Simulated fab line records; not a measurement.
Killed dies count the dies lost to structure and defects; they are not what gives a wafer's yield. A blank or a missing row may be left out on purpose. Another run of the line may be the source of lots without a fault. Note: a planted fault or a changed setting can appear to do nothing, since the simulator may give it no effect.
fab line records    flow sfq_line
record: lots: 14  wafers: 42  last_day: 94
route steps=325 shown I1@85
lots with no fault: from the same line, run without faults
start_h: hours from the record's first day to the start of the lot's first wafer shown    wait_h: hours elapsed since this lot's preceding step    " same as the row above    L1.1+2: several wafers, shown together as one row    - value missing, or start not given    * or withheld: withheld    < > ~ a bound
route shown NAME@n: NAME is a module with steps in the file, n the number in the route of the first one    usual: mean and standard deviation over wafers with no fault    same: alike in all rows    chamber/n: place in a boat    sites: readings site by site    _std_site: how widely they spread, as a standard deviation    _edge_site: inner sites' mean taken away from outer sites' mean    radius_mm: how far each site lies from the wafer's centre    mask NAME#n: copy n    behind: tool/chamber where the wafer was last shaped    hold: reason for holding the lot/hours on hold/outcome of the hold    device: whichever transistor did not switch (one of n, p or np)    end of line: at the end of the route, the tests of the same wafers    step lacking rows: just its recipe    killed: count of dies lost to structure and defects at first sort (not the wafer's yield)    map: dies across one wafer; x = killed, . = not, _ = none there
set.NAME: the setting the step ran with; set.NAME@STEP: the setting that earlier step ran with    model.NAME: the simulator's own value behind a step, which no gauge read
steps of the route over a sample of lots; a table a step, a row a wafer
services: when a tool's chamber went out of use (start_h, in hours from the record's first day, below 0 if earlier), for how many hours, and the reason
== steps ==
step: SFQ_TRILAYER_I1_VIA_ETCH_VIA_ETCH_052
recipe: target: SiO2  stop_on: Nb  mask_material: PR  taper_deg: 20  chemistry: CHF3  target_depth_nm: 260  source_w: 500  bias_w: 80  pressure_mtorr: 30  time_s: withheld
usual: bias_w: 80.03/0.24  drypump_motor_current_A: 5.6/0.39  oes_product_au: 0.854/0.0053  rf_fwd_power_W: 498.1/1.7
lot.wafer  tool         chamber  start_h  wait_h  bias_w  drypump_motor_current_A  oes_product_au  rf_fwd_power_W
L106.2     rie_diel-04  0        322.13   0.0     80.00   5.0                      0.856           497.2
L106.5     "            0        "        "       79.91   5.0                      0.850           499.0
L106.6     "            1        "        "       79.97   5.2                      0.854           495.6
L107.3     rie_diel-02  1        332.93   0.0     80.05   5.5                      0.857           499.8
L107.5     "            2        "        "       80.14   6.3                      0.852           499.1
L107.6     "            3        "        "       79.78   5.2                      0.841           498.6
L108.2     rie_diel-02  0        342.53   0.0     79.99   5.6                      0.854           497.5
L108.3     "            3        "        "       80.13   5.2                      0.861           499.2
L108.4     "            1        "        "       79.83   5.5                      0.861           499.8
L109.2     rie_diel-03  1        349.83   0.0     80.18   5.8                      0.857           495.8
L109.3     "            2        "        "       80.32   5.6                      0.848           496.4
L109.5     "            3        "        "       80.15   5.1                      0.860           496.6
L110.3     rie_diel-02  2        352.23   0.0     80.66   6.3                      0.845           498.3
L110.5     "            0        "        "       80.09   5.7                      0.850           498.0
L110.6     "            1        "        "       79.76   5.5                      0.854           497.1
L111.2     rie_diel-03  2        365.43   0.0     79.61   5.6                      0.852           497.7
L111.3     "            3        "        "       79.73   5.1                      0.850           497.5
L111.5     "            2        "        "       79.45   5.6                      0.856           498.4
L112.1     rie_diel-04  2        375.03   0.0     80.07   6.0                      0.853           501.6
L112.5     "            2        "        "       80.01   6.0                      0.853           497.7
L112.6     "            3        "        "       80.37   5.6                      0.855           497.5
L119.2     rie_diel-02  2        440.99   0.0     80.43   6.3                      0.850           418.6
L119.4     "            0        "        "       80.43   5.7                      0.844           419.7
L119.6     "            3        "        "       79.95   5.2                      0.848           419.9
L120.2     rie_diel-02  3        450.39   0.0     80.20   5.2                      0.850           417.8
L120.3     "            1        "        "       80.15   5.5                      0.858           417.4
L120.4     "            0        "        "       80.05   5.7                      0.857           418.0
L122.1     rie_diel-03  3        480.29   0.0     79.45   5.1                      0.855           500.8
L122.5     "            2        "        "       80.38   5.6                      0.858           501.1
L122.6     "            3        "        "       79.99   5.1                      0.854           501.0
L126.1     rie_diel-04  1        515.11   0.0     79.89   5.2                      0.861           497.2
L126.2     "            2        "        "       80.03   6.0                      0.854           501.5
L126.3     "            2        "        "       79.89   6.0                      0.857           499.2
L127.1     rie_diel-04  2        527.19   0.0     79.60   6.0                      0.850           499.0
L127.2     "            3        "        "       80.19   5.6                      0.863           502.1
L127.4     "            0        "        "       80.21   5.0                      0.852           496.7
L128.1     rie_diel-02  1        539.19   0.0     79.98   5.5                      0.855           496.2
L128.5     "            3        "        "       79.80   5.2                      0.850           499.9
L128.6     "            2        "        "       79.94   6.3                      0.856           496.3
L129.1     rie_diel-03  0        546.39   0.0     80.09   5.9                      0.853           495.4
L129.4     "            2        "        "       79.82   5.6                      0.857           499.6
L129.5     "            0        "        "       79.78   5.8                      0.855           496.5
== services ==
tool         chamber  start_h  hours  kind
rie_diel-03  1        316.97   3.3    repair
rie_diel-04  3        324.32   -      clean
rie_diel-04  3        324.32   17.3   scheduled_down
rie_diel-04  3        324.32   17.3   vent_cycle
rie_diel-02  -        330.43   0.3    repair
rie_diel-02  0        333.78   4.0    repair
rie_diel-04  2        346.53   7.4    repair
rie_diel-03  0        405.38   1.8    repair
rie_diel-04  2        435.85   7.3    repair
rie_diel-03  3        443.56   -      clean
rie_diel-03  3        443.56   18.0   scheduled_down
rie_diel-03  3        443.56   18.0   vent_cycle
rie_diel-02  1        462.76   11.7   repair
rie_diel-04  1        500.09   4.6    repair
rie_diel-04  0        502.93   15.7   repair
rie_diel-03  0        507.25   13.9   repair
rie_diel-03  -        512.77   2.8    pm
rie_diel-04  3        512.85   2.9    repair
rie_diel-02  0        532.10   7.1    repair
rie_diel-03  -        532.79   0.2    repair
== key ==
first_sign: step: SFQ_TRILAYER_I1_VIA_ETCH_VIA_ETCH_052  reading: rf_fwd_power_W  direction: down  sigmas: 46  usual: 498.1  struck: 418.6
effect none on later readings
met_at SFQ_TRILAYER_I1_VIA_ETCH_VIA_ETCH_052
struck_lots L119,L120
onset_between 352.23 440.99
fault: kind: process_parameter_drift  tool: rie_diel-02  chamber: -  onset_h: 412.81  steps: SFQ_TRILAYER_I1_VIA_ETCH_VIA_ETCH_052  channel: source_w  offset: -80  shape: step  end_h: 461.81  acts_in: these_recipes_only  stated: 500
